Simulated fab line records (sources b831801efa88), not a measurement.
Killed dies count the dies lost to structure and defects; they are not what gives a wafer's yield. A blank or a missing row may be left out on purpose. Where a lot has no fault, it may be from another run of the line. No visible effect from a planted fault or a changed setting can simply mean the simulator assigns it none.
Which tool was responsible? | flow gf180mcu | 15 lots, 45 wafers sampled, at 5 steps of a route of 602

== WHAT THE GAUGES READ, wafer by wafer ==
GF_POLY_GATE_CD_MEAS_18. Usual: cd_nm 280.1 nm, standard deviation 1.4.
lot  | measured     | on        | cd_nm (nm)        | flag
L571 | day 9 06:00  | cd_sem-01 | 278.3 279.5 277.2 |
L572 | day 9 14:43  | cd_sem-02 | 280.9 282.9 280.1 |
L574 | day 10 04:04 | cd_sem-02 | 280.3 278.5 277.6 |
L577 | day 11 03:56 | cd_sem-01 | 281.9 281.9 280.6 |
L578 | day 11 06:44 | cd_sem-01 | 277.6 278.9 277.2 |
L579 | day 11 16:13 | cd_sem-01 | 280.7 282.3 281.7 |
L581 | day 12 04:26 | cd_sem-01 | 280.3 278.6 279.5 |
L582 | day 12 13:51 | cd_sem-01 | 279.6 280.0 280.6 |
L584 | day 13 10:52 | cd_sem-02 | 280.9 280.7 279.7 |
L585 | day 13 20:33 | cd_sem-01 | 279.3 280.4 280.2 |
L588 | day 14 08:49 | cd_sem-01 | 280.2 278.3 280.6 |
L591 | day 15 10:19 | cd_sem-02 | 278.4 280.4 279.8 |
L592 | day 15 13:04 | cd_sem-02 | 282.2 280.5 281.1 |
L593 | day 15 17:23 | cd_sem-02 | 281.6 280.0 282.4 |
L594 | day 16 03:34 | cd_sem-01 | 278.0 280.3 278.4 |

GF_PSD_OVL_MEAS_08. Usual: PSD_OVL 0.2 nm, standard deviation 1.4.
lot  | measured     | on         | PSD_OVL (nm)   | flag
L571 | day 14 03:35 | overlay-02 | 0.7 2.2 -0.1   |
L572 | day 14 14:13 | overlay-02 | -3.3 -0.7 0.7  |
L574 | day 15 06:10 | overlay-01 | 3.6 3.0 2.7    |
L577 | day 16 11:25 | overlay-02 | 0.6 0.8 -0.7   |
L578 | day 16 15:41 | overlay-01 | -0.4 0.9 -1.6  |
L579 | day 17 02:16 | overlay-01 | 1.5 0.6 1.9    |
L581 | day 17 17:35 | overlay-02 | 2.2 0.1 -0.3   |
L582 | day 18 02:25 | overlay-02 | 0.4 0.5 0.2    |
L584 | day 19 04:23 | overlay-01 | 2.0 1.3 0.5    |
L585 | day 19 16:22 | overlay-02 | -2.8 0.1 1.0   |
L588 | day 20 06:55 | overlay-01 | 0.0 2.5 0.7    |
L591 | day 21 09:40 | overlay-01 | 0.6 0.5 -0.2   |
L592 | day 21 14:10 | overlay-02 | -0.5 -0.9 -1.1 |
L593 | day 21 17:35 | overlay-01 | -0.4 0.3 -0.5  |
L594 | day 22 04:31 | overlay-02 | -0.5 -2.1 -0.8 |

GF_SAB_CD_MEAS_09: target cd 420 nm. Usual: cd_nm 419.8 nm, standard deviation 2.1.
lot  | measured     | on        | cd_nm (nm)                          | flag
L571 | day 15 01:23 | cd_sem-01 | 421.6 421.6 421.8                   |
L572 | day 15 11:54 | cd_sem-01 | 421.1 421.8 418.0                   |
L574 | day 16 04:42 | cd_sem-02 | 421.4 420.9 422.0                   |
L577 | day 17 10:08 | cd_sem-02 | 416.6 418.5 419.0                   |
L578 | day 17 13:46 | cd_sem-01 | 421.3 420.4 419.0                   |
L579 | day 18 01:58 | cd_sem-02 | 420.4 422.2 419.9                   |
L581 | day 18 18:05 | cd_sem-02 | 420.3 420.7 420.0                   |
L582 | day 19 03:01 | cd_sem-02 | 414.8 416.2 418.1                   |
L584 | day 20 04:44 | cd_sem-01 | 419.6 419.6 419.5                   |
L585 | day 20 16:35 | cd_sem-02 | 421.6 419.1 420.2                   |
L588 | day 21 07:11 | cd_sem-02 | 418.5 417.5 416.8                   |
L591 | day 22 10:01 | cd_sem-01 | 534.6 532.4 534.7 534.4 532.4 534.7 | OFF
L592 | day 22 13:59 | cd_sem-01 | 422.8 423.7 422.3                   |
L593 | day 22 17:12 | cd_sem-01 | 533.2 530.7 531.7 533.0 530.6 531.4 | OFF
L594 | day 23 04:15 | cd_sem-02 | 534.7 533.2 534.6 534.3 532.9 534.8 | OFF

== WHICH TOOL RAN EACH LOT (tool, then ch and the chambers of the sampled wafers, then the start) ==
lot  | GF_HV_LDD_STRIP_10                   | GF_SAB_DEVELOP_08
L571 | plasma_asher-02 ch 0,1, day 9 23:29  | litho_track-04 ch 0, day 15 01:14
L572 | plasma_asher-04 ch 0,1, day 10 08:19 | litho_track-01 ch 0, day 15 11:45
L574 | plasma_asher-03 ch 0,1, day 10 22:19 | litho_track-01 ch 0, day 16 04:33
L577 | plasma_asher-02 ch 0, day 11 22:25   | litho_track-04 ch 0, day 17 09:59
L578 | plasma_asher-02 ch 0,1, day 12 02:05 | litho_track-04 ch 0, day 17 13:37
L579 | plasma_asher-04 ch 0, day 12 11:31   | litho_track-04 ch 0, day 18 01:49
L581 | plasma_asher-04 ch 0,1, day 13 00:20 | litho_track-01 ch 0, day 18 17:57
L582 | plasma_asher-02 ch 1, day 13 10:07   | litho_track-01 ch 0, day 19 02:52
L584 | plasma_asher-02 ch 1, day 14 07:59   | litho_track-04 ch 0, day 20 04:35
L585 | plasma_asher-03 ch 0, day 14 18:05   | litho_track-03 ch 0, day 20 16:27
L588 | plasma_asher-04 ch 0,1, day 15 06:39 | litho_track-03 ch 0, day 21 06:59
L591 | plasma_asher-04 ch 0,1, day 16 09:13 | litho_track-01 ch 0, day 22 09:52
L592 | plasma_asher-03 ch 0,1, day 16 11:43 | litho_track-03 ch 0, day 22 13:50
L593 | plasma_asher-04 ch 0,1, day 16 15:52 | litho_track-01 ch 0, day 22 17:03
L594 | plasma_asher-03 ch 0,1, day 17 01:29 | litho_track-01 ch 0, day 23 04:06
- GF_HV_LDD_STRIP_10: strips in O2/N2.
- GF_SAB_DEVELOP_08: develop time 60 s.

== AS READ BY THE TOOLS THEMSELVES (means over the sampled wafers that have a number; for cases with no such wafer, the mark the record gives instead) ==
GF_HV_LDD_STRIP_10. Usual: drypump_motor_current_A 5.8 A, standard deviation 0.51; heater_power_w 314 W, standard deviation 25; oes_product_au 0.716 a.u., standard deviation 0.0045; strip_time_to_endpoint_s 12.62 s, standard deviation 0.039.
lot  | tool            | drypump_motor_current_A (A) | heater_power_w (W) | oes_product_au (a.u.) | strip_time_to_endpoint_s (s) | flag
L571 | plasma_asher-02 | 5.8                         | 291                | 0.712                 | 12.64                        |
L572 | plasma_asher-04 | 5.9                         | 294                | 0.713                 | 12.63                        |
L574 | plasma_asher-03 | 5.7                         | 335                | 0.718                 | 12.65                        |
L577 | plasma_asher-02 | 5.9                         | 289                | 0.716                 | 12.59                        |
L578 | plasma_asher-02 | 5.8                         | 291                | 0.712                 | 12.60                        |
L579 | plasma_asher-04 | 6.7                         | 311                | 0.715                 | 12.60                        |
L581 | plasma_asher-04 | 5.9                         | 302                | 0.716                 | 12.66                        |
L582 | plasma_asher-02 | 5.7                         | 284                | 0.717                 | 12.74                        | OFF
L584 | plasma_asher-02 | 5.6                         | 288                | 0.717                 | 12.61                        |
L585 | plasma_asher-03 | 5.1                         | 356                | 0.718                 | 12.61                        |
L588 | plasma_asher-04 | 5.9                         | 305                | 0.719                 | 12.64                        |
L591 | plasma_asher-04 | 5.9                         | 297                | 0.716                 | 12.62                        |
L592 | plasma_asher-03 | 5.7                         | 337                | 0.719                 | 12.64                        |
L593 | plasma_asher-04 | 6.3                         | 307                | 0.717                 | 12.66                        |
L594 | plasma_asher-03 | 5.4                         | 348                | 0.719                 | 12.60                        |

== THE ANSWER, worked out from the rows above alone ==
Rule: lot off if the mean of its wafers having a number is beyond 3 standard deviations from the usual mean. Also off: a lot with no number at a reading for which 4 or more lots have one. All remaining lots with rows at the step are treated as sound. Order of review: gauges by route order, followed by the tools' own readings, for which a lot's mean as printed above is used. The first step at which some lot is off is used, and at that step the reading that is off furthest; a lot without a number counts as furthest.
Off: L591, L593, L594 (GF_SAB_CD_MEAS_09, cd_nm).
If a tool, at a process step before that reading, ran all the lots that are off and no sound lot after the first of them, it fits. Gauges at GF_SAB_CD_MEAS_09: tried the same way as those tools. One fits: litho_track-01 at GF_SAB_DEVELOP_08. A fault onset in the window from L582 (day 19 02:52, its last sound lot) to L591 (day 22 09:52, its first lot off) fits.

== WHAT THE SIMULATOR HAD PUT IN ==
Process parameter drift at GF_SAB_DEVELOP_08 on litho_track-01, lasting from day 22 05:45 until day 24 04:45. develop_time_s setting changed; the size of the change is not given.
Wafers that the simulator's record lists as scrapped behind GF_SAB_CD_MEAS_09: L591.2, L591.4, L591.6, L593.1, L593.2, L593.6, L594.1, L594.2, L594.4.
Struck lots among those shown: L591, L593, L594. The rule above found the same.
